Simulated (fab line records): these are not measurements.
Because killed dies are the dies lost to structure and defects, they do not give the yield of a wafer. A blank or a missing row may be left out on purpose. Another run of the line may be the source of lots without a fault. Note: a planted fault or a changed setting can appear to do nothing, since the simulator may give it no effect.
Split-lot trial -- flow gf180mcu -- 23 wafers read from 5 lots, route of 602 steps

## THE SPLIT ITSELF
At GF_HV_LDD_CVD_54 (deposits SiO2 from TEOS, target thk 10 nm, time 75 s), the setting targetThkNm was moved away from the recipe's 10 nm on 20 of the 23 wafers read, by -5.7% to +6.4%. For the rest of the wafers, this setting stayed at what the recipe calls for.

Reading taken at the split's own step.

## THE READING
SiO2_of_HV_LDD_CVD_54.thkNm (the simulator's own value, which no gauge read), in nm, at GF_HV_LDD_CVD_54 (deposits SiO2 from TEOS, target thk 10 nm, time 75 s). There is no usual value for it anywhere in the file. Here, 3 wafers ran the recipe; their average is 10.110 nm with a standard deviation of 0.022 nm.

wafer,"tool, chamber at the split","targetThkNm as run, nm",against the recipe,"SiO2_of_HV_LDD_CVD_54.thkNm, nm",against lot-mates on the recipe
L074.1,"-, -",9.67,-3.3%,9.923,no lot-mate on the recipe
L074.2,"-, -",9.67,-3.3%,9.931,no lot-mate on the recipe
L074.3,"-, -",9.67,-3.3%,9.91,no lot-mate on the recipe
L074.5,"-, -",9.67,-3.3%,9.901,no lot-mate on the recipe
L074.6,"-, -",9.67,-3.3%,10.09,no lot-mate on the recipe
L075.1,"-, -",9.429,-5.7%,9.267,no lot-mate on the recipe
L075.2,"-, -",9.429,-5.7%,9.376,no lot-mate on the recipe
L075.3,"-, -",9.429,-5.7%,9.25,no lot-mate on the recipe
L075.5,"-, -",9.429,-5.7%,9.301,no lot-mate on the recipe
L075.6,"-, -",9.429,-5.7%,9.403,no lot-mate on the recipe
L076.1,"-, -",10.64,+6.4%,10.62,no lot-mate on the recipe
L076.3,"-, -",10.64,+6.4%,10.68,no lot-mate on the recipe
L076.4,"-, -",10.64,+6.4%,10.64,no lot-mate on the recipe
L076.5,"-, -",10.64,+6.4%,10.57,no lot-mate on the recipe
L076.6,"-, -",10.64,+6.4%,10.61,no lot-mate on the recipe
L081.1,"-, -",10.47,+4.7%,10.61,no lot-mate on the recipe
L081.2,"-, -",10.47,+4.7%,10.54,no lot-mate on the recipe
L081.3,"-, -",10.47,+4.7%,10.75,no lot-mate on the recipe
L081.4,"-, -",10.47,+4.7%,10.63,no lot-mate on the recipe
L081.6,"-, -",10.47,+4.7%,10.5,no lot-mate on the recipe
L084.1,"lpcvd-02, 0",10,recipe,10.1,-
L084.3,"lpcvd-02, 0",10,recipe,10.14,-
L084.4,"lpcvd-02, 0",10,recipe,10.09,-

FIT RESULTS
A straight line over all 23 wafers: SiO2_of_HV_LDD_CVD_54.thkNm changes by +0.101 nm for each +1% of targetThkNm; r = +0.95; the points scatter about the line by 0.16 nm.
Too few moved wafers have a lot-mate on the recipe to fit a line with each lot's own level taken away.

## FILE'S OWN FIT
SiO2_of_HV_LDD_CVD_54.thkNm changes by +0.101 nm for each +1% of targetThkNm, r = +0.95.
